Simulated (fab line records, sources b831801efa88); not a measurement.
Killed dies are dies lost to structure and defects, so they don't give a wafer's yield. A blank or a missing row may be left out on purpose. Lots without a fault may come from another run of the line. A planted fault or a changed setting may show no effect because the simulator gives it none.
Chamber matching | flow sky130 | SKY_VIA3_CMP_24 on cmp-01: 4 sister chambers
The step polishes, stops on SiO2, t overpolish 20 s, target thk 0 nm. 8 wafers are shown with their chamber, then 12 later ones without.

WAFERS WITH THEIR CHAMBER
wafer  | chamber | motor_current_A (A) | time_to_endpoint_s (s)
L083.4 | 3       | 12.1                | 91
L083.6 | 2       | 12.9                | 91
L085.2 | 0       | 10.4                | 93
L085.3 | 2       | 12.4                | 90
L085.6 | 3       | 11.3                | 93
L089.1 | 0       | 10.2                | 97
L089.3 | 1       | 10.8                | 99
L089.6 | 1       | 11.0                | 93

WAFERS WITHOUT THEIR CHAMBER
wafer  | motor_current_A (A) | time_to_endpoint_s (s)
L091.2 | 10.4                | 97
L091.4 | 13.2                | 96
L091.5 | 10.7                | 94
L093.1 | 13.2                | 98
L093.4 | 10.7                | 101
L093.5 | 10.3                | 101
L095.1 | 10.6                | 96
L095.2 | 11.7                | 96
L095.3 | 10.3                | 99
L097.2 | 11.3                | 94
L097.5 | 9.8                 | 98
L097.6 | 10.1                | 97

WHICH CHAMBER EACH WENT THROUGH
wafer  | from the rows above          | in truth
L091.2 | can't be placed: 0 or 1      | 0
L091.4 | can't be placed: 2 or 3      | 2
L091.5 | can't be placed: 1 or 0      | 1
L093.1 | can't be placed: 2 or 3      | 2
L093.4 | can't be placed: 1 or 0      | 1
L093.5 | can't be placed: 0 or 1      | 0
L095.1 | can't be placed: 1 or 0      | 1
L095.2 | can't be placed: 3 or 1 or 2 | 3
L095.3 | can't be placed: 0 or 1      | 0
L097.2 | can't be placed: 3 or 1 or 0 | 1
L097.5 | can't be placed: 0 or 1      | 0
L097.6 | can't be placed: 0 or 1      | 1
Placed correctly: 0 of 12. Can't be placed from these rows: 12 (the true chamber is among the candidates in 12). Placed wrongly: 0.
How it was worked out, from the rows above alone: a wafer's distance from a chamber is the root of the sum, over the readings, of the square of ((its reading less the chamber's mean) divided by the reading's scatter). The wafer belongs to the nearest chamber; if the next one is less than 2 further off, it can't be placed. A chamber's mean is the mean of its shown wafers. The scatter: the root of (the sum of the squares of (reading less its chamber's mean) over the shown wafers, divided by (wafers less chambers)).
